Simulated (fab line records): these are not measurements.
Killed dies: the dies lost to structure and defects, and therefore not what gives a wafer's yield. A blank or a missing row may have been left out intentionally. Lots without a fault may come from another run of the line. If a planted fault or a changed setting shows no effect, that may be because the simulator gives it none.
Which tool did it?    flow sky130    7 lots (21 wafers sampled), 1 step of a 708-step route

WHAT THE GAUGES SHOWED, per wafer
SKY_VT_ADJUST_HVTR_OVL_MEAS_08.
lot   measured      on          VT_ADJUST_HVTR_OVL (nm)
L527  day 10 04:42  overlay-02  -2.9 0.5 1.0
L529  day 11 02:21  overlay-02  -1.4 -1.5 -1.0
L531  day 11 13:11  overlay-02  -1.5 -1.5 -3.5
L540  day 13 19:31  overlay-02  0.2 0.8 -0.7
L542  day 14 11:53  overlay-02  0.7 1.1 -0.5
L544  day 14 22:28  overlay-01  -2.3 -0.9 -1.2
L546  day 15 23:51  overlay-02  -0.3 0.2 0.5

TOOL THAT RAN EACH LOT (tool first, then ch and the chambers of the sampled wafers, then the start)
Before these readings, the record contains no process step.

THE ANSWER, worked out from the rows above alone
Rule: the lots themselves supply what counts as usual. Put in order of their means at a reading, lots are off if they are a third of the lots or fewer, leave a main group of 4 or more, and stand apart from it by a gap of 3 or more times the standard deviation of the main group's means; of several such gaps the widest counts. A main group is skipped when, at the precision printed for the reading in the tables above, its means are all equal. A lot without any number at a reading at which 4 lots or more have one is off too. Where the step has rows for the other lots, those lots are counted as sound.
No lot is off on any of the readings shown, so nothing can be concluded from this.

WHAT HAD BEEN PUT IN BY THE SIMULATOR
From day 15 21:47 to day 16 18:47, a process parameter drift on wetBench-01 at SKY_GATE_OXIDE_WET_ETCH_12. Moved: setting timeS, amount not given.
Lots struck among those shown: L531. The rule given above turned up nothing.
